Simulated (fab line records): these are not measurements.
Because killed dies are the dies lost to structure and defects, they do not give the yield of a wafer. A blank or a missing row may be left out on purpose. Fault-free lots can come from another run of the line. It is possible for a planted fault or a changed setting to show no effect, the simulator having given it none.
fab line records	flow sky130
[record] lots = 5	wafers = 23
route steps=708 shown POLY_CUT@310 SD_P@323 RES_XHIGH@339 SD_N@353 LI_CONTACT@362
start-h: start of the lot's first displayed wafer, in hours after the record's first day	wait-h: time in hours since the lot's previous step	" the same as in the row above	L1.1+2: several wafers, shown together as one row	- no value, or no start given	* or withheld: withheld	< > ~ a bound
route shown NAME@n: a module of which the file shows steps, and the number in the route of the first	usual: average and standard deviation across the fault-free wafers	same: alike in all rows	chamber/n: place in a boat	sites: each site's reading	_std_site: the standard deviation of these	_edge_site: inner sites' mean taken away from outer sites' mean	radius-mm: for every site, how far away it sits from the centre of the wafer	mask NAME#n: copy n	behind: the last tool/chamber to shape the wafer	hold: why the lot went on hold/how many hours it stayed there/how the hold came to an end	device: which transistor (n, p or np) failed to switch	end of line: the same wafers' tests at the end of the route	a step with no rows: only its recipe	killed: the dies lost at the first sort to structure and to defects; this is not the yield of the wafer	map: a wafer's dies, x killed, . not, _ none there
set.NAME: setting as actually run; set.NAME@STEP: the setting as run at that earlier step	model.NAME: the simulator's own value behind a step, which no gauge read
lots where settings were altered on purpose, with a table for each step and a row for each wafer
[[steps]]
[step SKY_POLY_CUT_COAT_03]
[recipe] resist = KrF-thick	spin-rpm = 3000	resist-thk-nm = 450
lot.wafer	tool	chamber	start-h	wait-h	set.resist-thk-nm	model.KrF-thick_of_POLY_CUT_COAT_03.thk-nm
L074.1	litho-track-04	0	-	-	472.8	471.3
L074.2	"	0	"	"	450	448.4
L074.3	"	0	"	"	450	448.1
L074.4	"	0	"	"	472.8	468.7
L074.5	"	0	"	"	472.8	469.9
L075.1	litho-track-03	0	-	-	450	448.6
L075.4	"	0	"	"	450	449.9
L075.5	"	0	"	"	450	450.9
L077.1	litho-track-02	0	-	-	450	448.6
L077.2	"	0	"	"	450	450.1
L077.4	"	0	"	"	450	449.4
L077.5	"	0	"	"	450	449.8
L077.6	"	0	"	"	450	449.6
L080.2	litho-track-02	0	-	-	469.8	469.3
L080.3	"	0	"	"	450	449.5
L080.4	"	0	"	"	469.8	470.5
L080.5	"	0	"	"	450	450.4
L080.6	"	0	"	"	469.8	469.9
L084.1	litho-track-03	0	-	-	450	448.6
L084.2	"	0	"	"	450	449.3
L084.3	"	0	"	"	436.8	436.1
L084.5	"	0	"	"	436.8	437.5
L084.6	"	0	"	"	450	449.8
[step SKY_POLY_CUT_SOFTBAKE_04]
[recipe] temp-c = 100.8	time-s = 90	resist = KrF-thick
[step SKY_POLY_CUT_EXPOSE_05]
[recipe] mask-id = NPCM	na = 0.8	source-shape = annular	sigma-inner = 0.55	sigma-outer = 0.85	target-cd-nm = 270	dose-mj = 32
[step SKY_POLY_CUT_ETCH_10]
[recipe] chemistry = N2/H2	target = BARC	ion-energy-ev = 200	source-w = 500	bias-w = 100	pressure-mtorr = 30	n2-flow-sccm = 100	h2-flow-sccm = 200	stop-on = SiO2	time-s = 45.9	target-depth-a = 600
[step SKY_POLY_CUT_ETCH_11]
[recipe] target = Si3N4	chemistry = CF4/CH2F2/Ar	stop-on = poly-Si	source-w = 600	bias-w = 150	pressure-mtorr = 40	cf4-flow-sccm = 40	ch2f2-flow-sccm = 20	Ar_flow_sccm = 150	time-s = 42.5	target-depth-a = 600
[step SKY_POLY_CUT_STRIP_12]
[recipe] chemistry = O2/N2	power-w = 1400	pressure-mtorr = 1500	platen-temp-c = withheld	o2-flow-sccm = 3000	n2-flow-sccm = 300	overash-fraction = 0.5
[usual] strip-time-to-endpoint-s = 5.346/0.018
lot.wafer	tool	chamber	start-h	wait-h	set.resist-thk-nm@POLY_CUT_COAT_03	strip-time-to-endpoint-s
L074.1	plasma-asher-03	1	643.97	0.0	472.8	5.555
L074.2	"	0	"	"	450	5.343
L074.3	"	1	"	"	450	5.330
L074.4	"	0	"	"	472.8	5.540
L074.5	"	1	"	"	472.8	5.556
L075.1	plasma-asher-03	0	645.98	0.0	450	5.328
L075.4	"	0	"	"	450	5.347
L075.5	"	1	"	"	450	5.376
L077.1	plasma-asher-01	0	647.56	0.0	450	5.351
L077.2	"	1	"	"	450	5.352
L077.4	"	0	"	"	450	5.347
L077.5	"	1	"	"	450	5.352
L077.6	"	0	"	"	450	5.356
L080.2	plasma-asher-01	1	655.61	0.0	469.8	5.555
L080.3	"	1	"	"	450	5.339
L080.4	"	0	"	"	469.8	5.547
L080.5	"	1	"	"	450	5.357
L080.6	"	0	"	"	469.8	5.563
L084.1	plasma-asher-01	0	727.76	0.1	450	5.318
L084.2	"	1	"	"	450	5.348
L084.3	"	1	"	"	436.8	5.202
L084.5	"	1	"	"	436.8	5.224
L084.6	"	0	"	"	450	5.334
[step SKY_SD_P_SOFTBAKE_03]
[recipe] temp-c = 90	time-s = 60	resist = NOVOLAK
lot.wafer	tool	chamber	start-h	wait-h	set.temp-c
L074.1+3+4	litho-track-01	0	657.72	0.1	90
L074.2+5	"	0	"	"	88.74
L075.1+4+5	litho-track-01	0	660.12	0.1	90
L077.1+2+6	litho-track-02	0	662.38	0.1	93.26
L077.4+5	"	0	"	"	90
L080.2+4	litho-track-03	0	669.96	0.1	90
L080.3+5+6	"	0	"	"	93.11
L084.1+2+3	litho-track-01	0	740.22	0.1	88.7
L084.5+6	"	0	"	"	90
[step SKY_SD_P_EXPOSE_04]
[recipe] mask-id = PSDM	na = 0.6	source-shape = conventional	sigma-outer = 0.6	polarization = unpolarized	target-cd-nm = 380	dose-mj = 138
lot.wafer	tool	chamber	start-h	wait-h	mask	set.dose-mj
L074.1+4	iline-stepper-01	0	-	-	PSDM#0	130.2
L074.2+3+5	"	0	"	"	PSDM#0	138
L075.1+4+5	iline-stepper-01	0	-	-	PSDM#0	138
L077.1+4	iline-stepper-02	0	-	-	PSDM#0	138
L077.2+5+6	"	0	"	"	PSDM#0	145.6
L080.2+5	iline-stepper-01	0	-	-	PSDM#0	138
L080.3+4+6	"	0	"	"	PSDM#0	147.2
L084.1+3+6	iline-stepper-01	0	-	-	PSDM#0	140.8
L084.2+5	"	0	"	"	PSDM#0	138
[step SKY_SD_P_PEB_05]
[recipe] temp-c = withheld	time-s = *	resist = NOVOLAK
[step SKY_SD_P_DEVELOP_06]
[recipe] resist = NOVOLAK	developer = TMAH	develop-time-s = 60	dev-temp-c = 23
[step SKY_SD_P_CD_MEAS_07]
[recipe] target-cd-nm = 380
[usual] cd-nm = 379.8/1.7
lot.wafer	tool	chamber	start-h	wait-h	set.dose-mj@SD_P_EXPOSE_04	cd-nm
L074.1	cd-sem-01	-	671.42	0.1	130.2	362.3
L074.2	"	-	"	"	138	379.8
L074.3	"	-	"	"	138	377.6
L074.4	"	-	"	"	130.2	361.3
L074.5	"	-	"	"	138	378.8
L075.1	cd-sem-01	-	673.08	0.1	138	379.5
L075.4	"	-	"	"	138	379.2
L075.5	"	-	"	"	138	379.9
L077.1	cd-sem-01	-	675.18	0.1	138	381.6
L077.2	"	-	"	"	145.6	396.0
L077.4	"	-	"	"	138	376.5
L077.5	"	-	"	"	145.6	393.7
L077.6	"	-	"	"	145.6	394.7
L080.2	cd-sem-01	-	683.36	0.1	138	380.4
L080.3	"	-	"	"	147.2	400.2
L080.4	"	-	"	"	147.2	399.5
L080.5	"	-	"	"	138	382.1
L080.6	"	-	"	"	147.2	399.6
L084.1	cd-sem-01	-	754.78	0.1	140.8	384.7
L084.2	"	-	"	"	138	378.1
L084.3	"	-	"	"	140.8	386.3
L084.5	"	-	"	"	138	380.4
L084.6	"	-	"	"	140.8	386.5
[step SKY_SD_P_IMPLANT_09]
[recipe] species = BF2	energy-kev = 20	dose-cm2 = 3e+15	tilt-deg = 0
[step SKY_SD_P_STRIP_10]
[recipe] chemistry = O2/N2	power-w = 1400	pressure-mtorr = 1500	platen-temp-c = withheld	o2-flow-sccm = 3000	n2-flow-sccm = 300	overash-fraction = 0.5
[usual] strip-time-to-endpoint-s = 17.49/0.036
lot.wafer	tool	chamber	start-h	wait-h	set.temp-c@SD_P_SOFTBAKE_03	strip-time-to-endpoint-s
L074.1	plasma-asher-01	0	671.73	0.1	90	17.52
L074.2	"	1	"	"	88.74	17.55
L074.3	"	1	"	"	90	17.44
L074.4	"	0	"	"	90	17.46
L074.5	"	1	"	"	88.74	17.52
L075.1	plasma-asher-02	0	673.38	0.1	90	17.57
L075.4	"	1	"	"	90	17.54
L075.5	"	1	"	"	90	17.53
L077.1	plasma-asher-01	1	675.48	0.1	93.26	17.39
L077.2	"	0	"	"	93.26	17.40
L077.4	"	0	"	"	90	17.46
L077.5	"	1	"	"	90	17.44
L077.6	"	0	"	"	93.26	17.36
L080.2	plasma-asher-04	1	683.64	0.1	90	17.54
L080.3	"	1	"	"	93.11	17.42
L080.4	"	0	"	"	90	17.51
L080.5	"	1	"	"	93.11	17.37
L080.6	"	0	"	"	93.11	17.36
L084.1	plasma-asher-01	1	755.08	0.1	88.7	17.55
L084.2	"	0	"	"	88.7	17.51
L084.3	"	1	"	"	88.7	17.51
L084.5	"	1	"	"	90	17.48
L084.6	"	0	"	"	90	17.45
[step SKY_RES_XHIGH_IMPLANT_07]
[recipe] species = BF2	energy-kev = 20	dose-cm2 = 3.6e+14	tilt-deg = 0
lot.wafer	tool	chamber	start-h	wait-h	set.dose-cm2
L074.1+2+4	implanter-03	0	699.32	0.1	3.6e+14
L074.3+5	"	0	"	"	3.421e+14
L075.1+4+5	implanter-04	0	700.57	0.1	3.6e+14
L077.1+2+4+5+6	implanter-03	0	702.52	0.3	3.6e+14
L080.2+3+6	implanter-03	0	710.58	0.1	3.453e+14
L080.4+5	"	0	"	"	3.6e+14
L084.1+2	implanter-04	0	781.09	0.1	3.688e+14
L084.3+5+6	"	0	"	"	3.6e+14
[step SKY_RES_XHIGH_STRIP_08]
[recipe] chemistry = O2/N2	power-w = 1400	pressure-mtorr = 1500	platen-temp-c = withheld	o2-flow-sccm = 3000	n2-flow-sccm = 300	overash-fraction = 0.5
[usual] oes-product-au = 0.712/0.0047	strip-time-to-endpoint-s = 14.30/0.035
lot.wafer	tool	chamber	start-h	wait-h	set.power-w	oes-product-au	strip-time-to-endpoint-s
L074.1	plasma-asher-02	1	699.47	0.1	1271	0.685	15.45
L074.2	"	0	"	"	1271	0.670	15.42
L074.3	"	0	"	"	1400	0.711	14.27
L074.4	"	1	"	"	1400	0.712	14.33
L074.5	"	0	"	"	1271	0.674	15.42
L075.1	plasma-asher-02	1	700.72	0.1	1400	0.716	14.29
L075.4	"	1	"	"	1400	0.714	14.27
L075.5	"	0	"	"	1400	0.716	14.32
L077.1	plasma-asher-02	0	702.67	0.1	1459	0.723	13.79
L077.2	"	1	"	"	1459	0.725	13.72
L077.4	"	0	"	"	1400	0.706	14.28
L077.5	"	1	"	"	1400	0.712	14.23
L077.6	"	0	"	"	1400	0.711	14.25
L080.2	plasma-asher-04	0	710.70	0.1	1400	0.719	14.30
L080.3	"	0	"	"	1400	0.709	14.27
L080.4	"	1	"	"	1400	0.714	14.34
L080.5	"	1	"	"	1400	0.713	14.31
L080.6	"	0	"	"	1400	0.720	14.33
L084.1	plasma-asher-04	0	781.24	0.1	1400	0.713	14.31
L084.2	"	1	"	"	1400	0.710	14.31
L084.3	"	0	"	"	1400	0.717	14.26
L084.5	"	1	"	"	1400	0.712	14.32
L084.6	"	0	"	"	1400	0.711	14.31
[step SKY_SD_N_STRIP_11]
[recipe] chemistry = O2/N2	power-w = 1400	pressure-mtorr = 1500	platen-temp-c = withheld	o2-flow-sccm = 3000	n2-flow-sccm = 300	overash-fraction = 0.5
[usual] oes-product-au = 0.528/0.0047	strip-time-to-endpoint-s = 22.55/0.047
lot.wafer	tool	chamber	start-h	wait-h	set.power-w	oes-product-au	strip-time-to-endpoint-s
L074.1	plasma-asher-01	1	727.66	0.1	1400	0.515	22.59
L074.2	"	0	"	"	1556	0.555	20.76
L074.3	"	1	"	"	1556	0.553	20.76
L074.4	"	0	"	"	1556	0.546	20.69
L074.5	"	0	"	"	1400	0.531	22.53
L075.1	plasma-asher-03	1	728.68	0.1	1400	0.536	22.64
L075.4	"	1	"	"	1400	0.534	22.59
L075.5	"	0	"	"	1400	0.531	22.57
L077.1	plasma-asher-03	1	730.15	0.1	1400	0.526	22.54
L077.2	"	0	"	"	1400	0.522	22.57
L077.4	"	1	"	"	1400	0.535	22.50
L077.5	"	1	"	"	1400	0.532	22.51
L077.6	"	0	"	"	1400	0.525	22.48
L080.2	plasma-asher-04	0	738.76	0.1	1338	0.518	23.44
L080.3	"	1	"	"	1338	0.520	23.43
L080.4	"	0	"	"	1400	0.529	22.56
L080.5	"	0	"	"	1400	0.528	22.55
L080.6	"	1	"	"	1400	0.529	22.55
L084.1	plasma-asher-03	1	806.88	0.1	1341	0.512	23.35
L084.2	"	0	"	"	1341	0.514	23.29
L084.3	"	1	"	"	1400	0.523	22.56
L084.5	"	1	"	"	1341	0.519	23.34
L084.6	"	0	"	"	1400	0.527	22.52
[step SKY_SD_N_CLEAN_13]
[recipe] chemistry = SC1/SC2	mix = 1:4:20	temp-c = 70	time-s = 150	dry = n2-spin
[step SKY_SD_N_RS_MEAS_18]
[recipe] thk-meas-gauge = four-point-probe
[usual] RES_XHIGH_RS = 333.0/1.5
lot.wafer	tool	chamber	start-h	wait-h	set.dose-cm2@RES_XHIGH_IMPLANT_07	RES_XHIGH_RS[ohm/sq]
L074.1	film-metro-03	-	728.28	0.1	3.6e+14	333.2
L074.2	"	-	"	"	3.6e+14	332.3
L074.3	"	-	"	"	3.421e+14	346.9
L074.4	"	-	"	"	3.6e+14	332.6
L074.5	"	-	"	"	3.421e+14	347.7
L075.1	film-metro-04	-	729.36	0.1	3.6e+14	332.6
L075.4	"	-	"	"	3.6e+14	335.5
L075.5	"	-	"	"	3.6e+14	333.9
L077.1	film-metro-01	-	730.77	0.1	3.6e+14	334.7
L077.2	"	-	"	"	3.6e+14	335.7
L077.4	"	-	"	"	3.6e+14	335.8
L077.5	"	-	"	"	3.6e+14	336.0
L077.6	"	-	"	"	3.6e+14	334.6
L080.2	film-metro-01	-	739.40	0.1	3.453e+14	341.9
L080.3	"	-	"	"	3.453e+14	343.3
L080.4	"	-	"	"	3.6e+14	330.0
L080.5	"	-	"	"	3.6e+14	329.2
L080.6	"	-	"	"	3.453e+14	342.9
L084.1	film-metro-01	-	807.51	0.1	3.688e+14	324.5
L084.2	"	-	"	"	3.688e+14	323.0
L084.3	"	-	"	"	3.6e+14	331.0
L084.5	"	-	"	"	3.6e+14	330.6
L084.6	"	-	"	"	3.6e+14	332.2
[step SKY_LI_CONTACT_HDPCVD_00]
[recipe] material = PSG	target-thk-nm = 930	sigma-open-frac = 0.3	time-s = 155	temp-c = 600	sih4-flow-sccm = 60	pressure-mtorr = 6
lot.wafer	tool	chamber	start-h	wait-h	set.time-s	model.PSG_of_LI_CONTACT_HDPCVD_00.thk-nm
L074.1	hdpcvd-01	2	728.42	0.0	177.4	1056
L074.2	"	0	"	"	155	936.5
L074.3	"	1	"	"	155	930
L074.4	"	1	"	"	177.4	1058
L074.5	"	2	"	"	177.4	1055
L075.1	hdpcvd-01	0	729.50	0.0	155	936
L075.4	"	1	"	"	155	932.8
L075.5	"	2	"	"	155	924.3
L077.1	hdpcvd-01	1	730.91	0.0	155	939
L077.2	"	2	"	"	155	932.6
L077.4	"	0	"	"	155	942.7
L077.5	"	2	"	"	155	919.4
L077.6	"	1	"	"	155	929.1
L080.2	hdpcvd-01	2	739.52	0.0	155	924.8
L080.3	"	0	"	"	171.3	1024
L080.4	"	2	"	"	155	914
L080.5	"	1	"	"	171.3	1018
L080.6	"	0	"	"	155	935.5
L084.1	hdpcvd-02	0	807.65	0.0	165.4	1014
L084.2	"	2	"	"	155	930.7
L084.3	"	1	"	"	155	934.7
L084.5	"	0	"	"	155	941.5
L084.6	"	2	"	"	165.4	989.6
[step SKY_LI_CONTACT_THK_MEAS_01]
[recipe] reads = PSG_of_LI_CONTACT_HDPCVD_00
[usual] LI_CONTACT_HDPCVD_THK = 929/9.7
lot.wafer	tool	chamber	start-h	wait-h	set.time-s@LI_CONTACT_HDPCVD_00	LI_CONTACT_HDPCVD_THK[nm]
L074.1	film-metro-01	-	728.52	0.1	177.4	1055
L074.2	"	-	"	"	155	936
L074.3	"	-	"	"	155	930
L074.4	"	-	"	"	177.4	1059
L074.5	"	-	"	"	177.4	1056
L075.1	film-metro-04	-	729.60	0.1	155	936
L075.4	"	-	"	"	155	933
L075.5	"	-	"	"	155	924
L077.1	film-metro-01	-	731.01	0.1	155	939
L077.2	"	-	"	"	155	931
L077.4	"	-	"	"	155	942
L077.5	"	-	"	"	155	919
L077.6	"	-	"	"	155	929
L080.2	film-metro-03	-	739.63	0.1	155	925
L080.3	"	-	"	"	171.3	1024
L080.4	"	-	"	"	155	914
L080.5	"	-	"	"	171.3	1017
L080.6	"	-	"	"	155	936
L084.1	film-metro-04	-	807.75	0.1	165.4	1014
L084.2	"	-	"	"	155	931
L084.3	"	-	"	"	155	935
L084.5	"	-	"	"	155	941
L084.6	"	-	"	"	165.4	990
[step SKY_LI_CONTACT_CMP_02]
[recipe] material = PSG	down-force-psi = 4	platen-rpm = 60	pad-velocity-m-s = 0.94248
[usual] time-to-endpoint-s = 32.5/2.3
lot.wafer	tool	chamber	start-h	wait-h	set.leave-above-ref-nm	set.time-s@LI_CONTACT_HDPCVD_00	time-to-endpoint-s	model.PSG_of_LI_CONTACT_HDPCVD_00.thk-nm
L074.1	cmp-02	1	728.58	0.1	597.2	177.4	42.2	596
L074.2	"	2	"	"	617.2	155	32.1	617.2
L074.4	"	3	"	"	597.2	177.4	47.7	598.2
L074.3	"	0	"	"	597.2	155	34.4	597.9
L074.5	"	2	"	"	617.2	177.4	44.2	617.4
L075.4	cmp-02	0	729.71	0.1	597.2	155	34.1	599
L075.1	"	2	"	"	597.2	155	31.5	599.8
L075.5	"	0	"	"	597.2	155	33.5	599.3
L077.1	cmp-02	0	731.12	0.1	597.2	155	33.4	597.4
L077.2	"	1	"	"	597.2	155	30.2	597.5
L077.4	"	2	"	"	597.2	155	37.0	597.4
L077.5	"	3	"	"	597.2	155	32.5	597.3
L077.6	"	0	"	"	597.2	155	34.0	598.2
L080.3	cmp-01	2	739.73	0.1	597.2	171.3	40.6	595.8
L080.2	"	3	"	"	553.4	155	39.2	554.2
L080.4	"	0	"	"	553.4	155	34.4	552.5
L080.6	"	1	"	"	597.2	155	35.1	598.2
L080.5	"	2	"	"	553.4	171.3	45.1	553.8
L084.2	cmp-01	1	807.81	0.0	597.2	155	34.1	597.7
L084.3	"	2	"	"	597.2	155	33.6	597.1
L084.1	"	3	"	"	597.2	165.4	41.7	597.4
L084.6	"	1	"	"	631.8	165.4	37.6	632.9
L084.5	"	2	"	"	631.8	155	31.3	631.6
[step SKY_LI_CONTACT_ETCH_14]
[recipe] chemistry = N2/H2	target = BARC	ion-energy-ev = 200	source-w = 500	bias-w = 100	pressure-mtorr = 30	n2-flow-sccm = 100	h2-flow-sccm = 200	stop-on = SiO2	time-s = 45.9	target-depth-a = 600
lot.wafer	tool	chamber	start-h	wait-h	set.source-w
L074.1+2+3+4+5	rie-diel-03	3,1,2,0,1	756.74	0.0	500
L075.1+4+5	rie-diel-03	3,1,0	757.74	0.0	500
L077.1+4+6	rie-diel-04	0,1,0	759.53	0.0	500
L077.2+5	"	2	"	"	475
L080.2+3+4+5+6	rie-diel-04	1,3,2,0,1	767.29	0.0	500
L084.1+5+6	rie-diel-01	2,3,0	834.31	0.0	537.1
L084.2+3	"	3,1	"	"	500
[step SKY_LI_CONTACT_ETCH_15]
[recipe] target = PSG	chemistry = C4F8/O2/Ar	stop-on = Si	taper-deg = 4.15	mask-material = KrF-thick	source-w = 1500	bias-w = 1200	pressure-mtorr = 40	c4f8-flow-sccm = withheld	O2_flow_sccm = 6	Ar_flow_sccm = 300	time-s = withheld	target-depth-a = 6000
[usual] oes-product-au = 0.837/0.0043
lot.wafer	tool	chamber	start-h	wait-h	set.leave-above-ref-nm@LI_CONTACT_CMP_02	oes-product-au	model.LI_CONTACT.feature-depth-nm
L074.1	rie-diel-03	3	756.78	0.0	597.2	0.833	596
L074.2	"	1	"	"	617.2	0.856	617.2
L074.3	"	2	"	"	597.2	0.830	597.9
L074.4	"	0	"	"	597.2	0.841	598.2
L074.5	"	1	"	"	617.2	0.848	617.4
L075.1	rie-diel-03	3	757.78	0.0	597.2	0.837	599.8
L075.4	"	1	"	"	597.2	0.838	598.9
L075.5	"	0	"	"	597.2	0.840	599.3
L077.1	rie-diel-04	0	759.57	0.0	597.2	0.839	597.4
L077.2	"	2	"	"	597.2	0.840	597.5
L077.4	"	1	"	"	597.2	0.837	597.4
L077.5	"	2	"	"	597.2	0.841	597.3
L077.6	"	0	"	"	597.2	0.837	598.2
L080.2	rie-diel-04	1	767.33	0.0	553.4	0.801	554.2
L080.3	"	3	"	"	597.2	0.839	595.8
L080.4	"	2	"	"	553.4	0.810	552.5
L080.5	"	0	"	"	553.4	0.798	553.8
L080.6	"	1	"	"	597.2	0.832	598.2
L084.1	rie-diel-01	2	834.35	0.0	597.2	0.834	597.4
L084.2	"	3	"	"	597.2	0.842	597.7
L084.3	"	1	"	"	597.2	0.838	597.1
L084.5	"	3	"	"	631.8	0.865	631.6
L084.6	"	0	"	"	631.8	0.872	632.9
[[key]]
[split] step = SKY_POLY_CUT_COAT_03	setting = resist-thk-nm	stated = 450	by = wafer
[response] step = SKY_POLY_CUT_COAT_03	reading = model.KrF-thick_of_POLY_CUT_COAT_03.thk-nm	change = +4.37	per = 1%	r = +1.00
[response] step = SKY_POLY_CUT_STRIP_12	reading = strip-time-to-endpoint-s	change = *	per = 1%	r = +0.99
[split] step = SKY_SD_P_SOFTBAKE_03	setting = temp-c	stated = 90	by = wafer
[response] step = SKY_SD_P_STRIP_10	reading = strip-time-to-endpoint-s	change = *	per = 1%	r = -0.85
[split] step = SKY_SD_P_EXPOSE_04	setting = dose-mj	stated = 138	by = wafer
[response] step = SKY_SD_P_CD_MEAS_07	reading = cd-nm	change = +2.88	per = 1%	r = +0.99
[split] step = SKY_RES_XHIGH_IMPLANT_07	setting = dose-cm2	stated = 3.6e+14	by = wafer
[response] step = SKY_SD_N_RS_MEAS_18	reading = RES_XHIGH_RS	change = -3.05	per = 1%	r = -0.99
[split] step = SKY_RES_XHIGH_STRIP_08	setting = power-w	stated = 1400	by = wafer
[response] step = SKY_RES_XHIGH_STRIP_08	reading = oes-product-au	change = +0.00375	per = 1%	r = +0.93
[response] step = SKY_RES_XHIGH_STRIP_08	reading = strip-time-to-endpoint-s	change = *	per = 1%	r = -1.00
[split] step = SKY_SD_N_STRIP_11	setting = power-w	stated = 1400	by = wafer
[response] step = SKY_SD_N_STRIP_11	reading = oes-product-au	change = +0.00246	per = 1%	r = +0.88
[response] step = SKY_SD_N_STRIP_11	reading = strip-time-to-endpoint-s	change = *	per = 1%	r = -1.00
[split] step = SKY_LI_CONTACT_HDPCVD_00	setting = time-s	stated = 155	by = wafer
[response] step = SKY_LI_CONTACT_HDPCVD_00	reading = model.PSG_of_LI_CONTACT_HDPCVD_00.thk-nm	change = +8.88	per = 1%	r = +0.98
[response] step = SKY_LI_CONTACT_THK_MEAS_01	reading = LI_CONTACT_HDPCVD_THK	change = +8.88	per = 1%	r = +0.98
[response] step = SKY_LI_CONTACT_CMP_02	reading = time-to-endpoint-s	change = *	per = 1%	r = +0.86
[split] step = SKY_LI_CONTACT_CMP_02	setting = leave-above-ref-nm	stated = 597.2	by = wafer
[response] step = SKY_LI_CONTACT_CMP_02	reading = model.PSG_of_LI_CONTACT_HDPCVD_00.thk-nm	change = +5.96	per = 1%	r = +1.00
[response] step = SKY_LI_CONTACT_ETCH_15	reading = oes-product-au	change = +0.00479	per = 1%	r = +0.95
[response] step = SKY_LI_CONTACT_ETCH_15	reading = model.LI_CONTACT.feature-depth-nm	change = +5.96	per = 1%	r = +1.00
[split] step = SKY_LI_CONTACT_ETCH_14	setting = source-w	stated = 500	by = wafer
response none clear
